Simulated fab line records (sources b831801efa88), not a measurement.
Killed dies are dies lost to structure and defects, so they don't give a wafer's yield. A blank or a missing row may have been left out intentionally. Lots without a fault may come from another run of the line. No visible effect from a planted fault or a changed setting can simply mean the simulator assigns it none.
Problem report, 8D (eight disciplines) form, completed by code + flow sky130 + the parts of the form that need people (team, actions taken, sign-off) are left out

== 1. WHAT IS WRONG ==
Across 2 wafers from 2 lots, VIA1_W_RS at SKY_VIA1_RS_MEAS_22 averages 0.366 ohm/sq, while fault-free wafers read 0.423 ohm/sq with a standard deviation of 0.0068. Measured from the usual mean, that is -8.4 standard deviations.
The step: measures by four-point-probe.
The first sign was on wafer L146.4 at day 37 05:28, on film_metro-03. The record holds 33 wafers of 11 lots with a number at this step. The rule behind "out" and "out of limits": a value lying over 4 standard deviations away from the usual mean. All remaining wafers that have a number are taken as sound.

== 2. WHAT IT IS, WHAT IT ISN'T ==
| question                    | is                           | is not                                                                                             |
|-----------------------------|------------------------------|----------------------------------------------------------------------------------------------------|
| which readings at this step | VIA1_W_RS                    | -                                                                                                  |
| which lots                  | L146, L147                   | L138, L139, L143, L144, L153, L155, L156, L157, L159                                               |
| which wafers of those lots  | L146.4, L147.4               | L146.3, L146.5, L147.2, L147.3                                                                     |
| read on which gauges        | film_metro-03, film_metro-04 | film_metro-02                                                                                      |
| when                        | from day 37 05:28            | up to then (14 sound wafers); but 17 sound wafers of L147, L153, L155, L156, L157, L159 came after |

== 3. WHAT RULES OUT EACH SUSPECT ==
Counting: if a tool at a process step up to the reading ran every lot that is out, it stays a suspect. Sound lots after the first of them don't rule it out here, since some wafers of a struck lot are sound.
- the gauge at SKY_VIA1_RS_MEAS_22: ruled out. The wafers that are out were read on 2 gauges (film_metro-03, film_metro-04).
- cvd_w-02 at SKY_VIA1_CVD_21 (deposits W, target thk 270 nm, time 80.902 s): kept. Ran every lot that is out, first one L146 (day 37 05:22); last sound lot up to then L144 (day 36 14:42). Out on those wafers are its own readings of chamber_pressure_Torr.
- At SKY_VIA1_CVD_21 on cvd_w-02, chamber 1 took the sound wafers of the same lots and chamber 0 took the wafers that are out.
After counting, what remains is cvd_w-02 at SKY_VIA1_CVD_21.

== 4. THE CAUSE (what the simulator had put in) ==
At SKY_VIA1_CVD_21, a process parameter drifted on cvd_w-02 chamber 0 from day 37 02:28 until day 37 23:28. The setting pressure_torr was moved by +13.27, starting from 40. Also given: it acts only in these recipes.
After counting, this tool was the only one left.

== 5. SEQUENCE OF EFFECTS, ordered by route ==
One row per reading whose mean, taken over the struck wafers that have a number, lies over 3 standard deviations from the usual. Only readings whose record carries a usual standard deviation are examined. hours: median over the lots of the time between each lot's start at the first step of this table that gives one and its start at this step. sigmas: the change, counted in usual standard deviations.
| hours | step                 | reading               | usual        | on struck wafers | change | sigmas      |
|-------|----------------------|-----------------------|--------------|------------------|--------|-------------|
| 0     | SKY_VIA1_CVD_21      | chamber_pressure_Torr | 40.00 Torr   | 53.40            | +13.40 | +99 or more |
| 0     | SKY_VIA1_RS_MEAS_22  | VIA1_W_RS             | 0.423 ohm/sq | 0.366            | -0.057 | -8.4        |
| 0     | SKY_VIA1_THK_MEAS_23 | VIA1_W_THK            | 273 nm       | 312              | +40    | +8.2        |
Its process steps:
- SKY_VIA1_CVD_21: deposits W, target thk 270 nm, time 80.902 s.
Later steps that measure or inspect, where all struck wafers having a row at the step show a number for every such reading and not one has moved that far: SKY_METAL2_RS_MEAS_05.

== 6. WHAT WOULD HAVE CAUGHT IT SOONER ==
The first out-of-limits reading at a measuring or inspecting step in this record came at day 37 05:28, 3 hours after the fault's start at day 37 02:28.
The tool's own readings at SKY_VIA1_CVD_21 were out on every struck wafer that the step has a row for (chamber_pressure_Torr): an alarm limit on them would have fired on the first of those.
Lots out: 2; of these, L147 started SKY_VIA1_CVD_21 on cvd_w-02 after day 37 05:28. Had the tool been put on hold then, it would have been spared.
